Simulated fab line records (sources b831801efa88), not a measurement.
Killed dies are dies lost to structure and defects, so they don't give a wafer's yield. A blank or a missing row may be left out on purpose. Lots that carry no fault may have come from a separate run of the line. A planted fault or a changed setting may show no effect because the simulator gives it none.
2 desks, one fault ; flow gf180mcu ; each desk has only its own numbers; what lay behind them comes last

## AT THE METROLOGY DESK
Means of the sampled wafers that have a number, per lot and without regard to the tool the lot ran on: this is what the gauges read. The brackets show how far a lot's mean lies from the usual mean; more than 4 standard deviations puts the lot out of limits, marked OUT.
Columns: A = V1_CVD_00_THK at GF_V1_THK_MEAS_01, usual 602 nm; B = V1_CVD_02_THK at GF_V1_THK_MEAS_03, usual 849 nm; C = V1_BOW at GF_V1_BOW_MEAS_05, usual 82 um; D = cd_nm at GF_V1_CD_MEAS_14, usual 259.9 nm; E = V1_OVL at GF_V1_OVL_MEAS_15, usual 2 nm
lot;first seen here;A;B;C;D;E
L963;day 17 04:45;600;842;84;260.0;-7
L964;day 17 23:08;600;844;87;258.9;4
L980;day 23 16:37;590;834;84;264.4;-4
L982;day 24 09:20;597;832;80;259.7;10
L983;day 24 16:29;602;835;76;262.7;-2
L985;day 25 06:16;607;868;87;262.3;-1
Result from this desk: across the 6 lots, nothing is out of limits.

## TOOL OWNER'S DESK, krf_scanner-01
The tool's own readings at GF_V1_EXPOSE_11 (exposes mask Via1, target cd 260 nm): means of the sampled wafers that have a number, for each lot that ran on this tool. The brackets show how far a lot's mean lies from the usual mean; more than 4 standard deviations puts the lot out of limits, marked OUT.
Columns: A = exposure_dose_mJ_cm2 at GF_V1_EXPOSE_11, usual 38.01; B = reticle_temp_C at GF_V1_EXPOSE_11, usual 23.00 C
lot;first seen here;A;B
L963;day 17 17:46;38.04;23.02
L980;day 24 05:36;37.79 (-5.8) OUT;23.09
L983;day 25 04:55;37.69 (-8.3) OUT;22.90
This desk's verdict: out of limits on L980, L983, starting with L980 at day 24 05:36 (exposure_dose_mJ_cm2 at GF_V1_EXPOSE_11). In limits: L963.

## TAKEN TOGETHER
The tool owner's desk had the chance to raise an alarm at day 24 05:36 on L980, L983.
The metrology desk saw nothing out of limits.
The metrology desk holds a record of L980, L983, inside its limits.
Of the lots named, all ran GF_V1_EXPOSE_11 on krf_scanner-01.

## WHAT WAS PUT IN BY THE SIMULATOR
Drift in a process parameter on krf_scanner-01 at GF_V1_EXPOSE_11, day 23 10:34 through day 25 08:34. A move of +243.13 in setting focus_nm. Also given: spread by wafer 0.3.
Lots struck among those shown: L980, L983.
Delay in hours, fault start to first out-of-limits reading, by desk: the tool owner's desk at 19.
